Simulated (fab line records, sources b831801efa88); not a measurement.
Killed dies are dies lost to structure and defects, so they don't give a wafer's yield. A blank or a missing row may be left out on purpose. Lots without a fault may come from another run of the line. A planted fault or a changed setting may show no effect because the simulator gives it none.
One fault seen from 2 desks | flow sky130 | each desk has only its own numbers; what lay behind them comes last

THE TOOL OWNER'S DESK: rie_diel-04
The tool's own readings at SKY_VIA1_ETCH_14 (etches BARC in N2/H2, stops on SiO2, time 45.9 s, target depth 60 nm): means of the sampled wafers that have a number, for each lot that ran on this tool. A lot is out of limits, marked OUT, if its mean lies more than 4 standard deviations from the usual mean; the brackets give that distance.
Columns: A = drypump_motor_current_A at SKY_VIA1_ETCH_14, usual 5.5 A; B = oes_product_au at SKY_VIA1_ETCH_14, usual 0.855 a.u.; C = run_length_s at SKY_VIA1_ETCH_14, usual 74.1 s; D = throttle_valve_pct at SKY_VIA1_ETCH_14, usual 13.224 %
lot  | first seen here | A   | B               | C               | D
L993 | day 36 04:55    | 5.6 | 0.853           | 74.0            | 13.230
L996 | day 36 22:44    | 5.4 | 0.852           | 73.8            | 13.215
L107 | day 40 09:24    | 5.9 | 0.902 (+10) OUT | 71.3 (-5.8) OUT | 13.228
This desk's finding: out of limits on L107; first on L107, day 40 09:24 (oes_product_au at SKY_VIA1_ETCH_14). In limits: L993, L996.

THE METROLOGY DESK
What the gauges read, lot by lot, whatever tool the lot ran on: means of the sampled wafers that have a number. A lot is out of limits, marked OUT, if its mean lies more than 4 standard deviations from the usual mean; the brackets give that distance.
Columns: A = cd_nm at SKY_VIA2_CD_MEAS_12, usual 200.2 nm; B = VIA2_W_RS at SKY_VIA2_RS_MEAS_22, usual 0.273 ohm/sq
lot  | first seen here | A     | B
L987 | day 36 04:16    | 203.0 | 0.270
L988 | day 36 19:32    | 200.0 | 0.271
L989 | day 37 01:26    | 201.0 | 0.273
L993 | day 38 12:59    | 198.7 | 0.273
L995 | day 38 21:02    | 201.7 | 0.275
L996 | day 39 05:34    | 200.5 | 0.276
L997 | day 39 13:32    | 199.2 | 0.274
L999 | day 40 07:22    | 199.7 | 0.271
L107 | day 42 12:19    | 201.4 | 0.273
L109 | day 43 01:19    | 200.6 | 0.267
L110 | day 43 11:09    | 199.3 | 0.269
This desk's finding: nothing out of limits on any of the 11 lots.

PUT TOGETHER
The tool owner's desk could have raised an alarm at day 40 09:24, on L107.
The metrology desk saw nothing out of limits.
The metrology desk has L107 on record, within its limits.
Of the lots named, all ran SKY_VIA1_ETCH_14 on rie_diel-04.

WHAT THE SIMULATOR HAD PUT IN
Process parameter drift: rie_diel-04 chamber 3, from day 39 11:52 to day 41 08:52, at SKY_VIA1_ETCH_14. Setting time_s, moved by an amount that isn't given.
Lots struck among those shown: L107.
Hours from the fault's start to each desk's first reading out of limits: the tool owner's desk, 22.
